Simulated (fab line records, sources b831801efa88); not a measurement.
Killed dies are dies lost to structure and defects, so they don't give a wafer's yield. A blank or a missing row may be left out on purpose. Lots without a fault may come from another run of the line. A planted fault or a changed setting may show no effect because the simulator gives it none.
Problem report in the 8D (eight disciplines) form, filled by code | flow gf180mcu | the parts of the form that need people (team, actions taken, sign-off) are left out

1. THE PROBLEM
POLY_GATE_CVD_00_THK at GF_POLY_GATE_THK_MEAS_01 reads a mean of 209.0 nm on 3 wafers of 1 lot; wafers without a fault read 200.2 nm with a standard deviation of 1.7. That is +5.2 standard deviations from the usual mean.
First seen on wafer L181.1, day 11 20:11, on film_metro-01. The record holds 36 wafers of 12 lots with a number at this step. Rule for "out", or "out of limits": more than 4 standard deviations from the usual mean. The other wafers with a number count as sound.

2. WHAT IT IS AND WHAT IT IS NOT
question                    | is                     | is not
which readings at this step | POLY_GATE_CVD_00_THK   | -
which lots                  | L181                   | L171, L173, L174, L175, L176, L178, L187, L189, L190, L191, L192
which wafers of those lots  | all that have a number | -
read on which gauges        | film_metro-01          | film_metro-04
when                        | from day 11 20:11      | up to then (18 sound wafers); but 15 sound wafers of L187, L189, L190, L191, L192 came after

3. SUSPECTS, AND WHAT RULES EACH OUT
Counting: a tool at a process step up to the reading stays a suspect if it ran every lot that is out and no sound lot after the first of them.
- the gauge at GF_POLY_GATE_THK_MEAS_01: kept. All the wafers that are out were read on film_metro-01, and no step on other tools shows them out.
- plasma_asher-02 at GF_VT_IMPLANT_STRIP_09 (strips in O2/N2): ruled out as a lasting fault. Sound lots L189, L192 ran on it after its first lot that is out, L181 (day 8 15:04).
- rtp_anneal-01 at GF_VT_IMPLANT_RTA_45 (time 30 s): ruled out as a lasting fault. Sound lots L189, L190 ran on it after its first lot that is out, L181 (day 10 19:51).
- lpcvd-02 at GF_POLY_GATE_CVD_00 (deposits poly-Si, target thk 200 nm, time 1200 s): ruled out as a lasting fault. Sound lots L189, L190, L191 ran on it after its first lot that is out, L181 (day 11 18:51).
Left after counting: film_metro-01 at GF_POLY_GATE_THK_MEAS_01.

4. THE CAUSE (what the simulator had put in)
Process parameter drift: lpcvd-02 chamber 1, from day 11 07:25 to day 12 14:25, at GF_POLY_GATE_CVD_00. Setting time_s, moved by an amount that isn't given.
Counting ruled it out, wrongly: the rule takes a fault to strike every lot that its tool runs from its start on, and this one did not.

5. THE CHAIN OF EFFECTS, in route order
Each row: a reading whose mean over the struck wafers that have a number lies more than 3 standard deviations from the usual. Only readings for which the record gives a usual standard deviation are gone through. hours: the time from each lot's start at the first step in this table that gives one to its start at this step, as a median over the lots. sigmas: the change in usual standard deviations.
hours | step                     | reading              | usual    | on struck wafers | change | sigmas
0     | GF_POLY_GATE_THK_MEAS_01 | POLY_GATE_CVD_00_THK | 200.2 nm | 209.0            | +8.8   | +5.2

6. WHAT WOULD HAVE CAUGHT IT SOONER
In this record the first reading out of limits at a measuring or inspecting step was taken at day 11 20:11, 13 hours after the fault began at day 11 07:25.
Of the tool readings at GF_POLY_GATE_CVD_00 for which the record gives a usual standard deviation, none was out on any struck wafer, so an alarm limit of 4 standard deviations on them would not have fired.
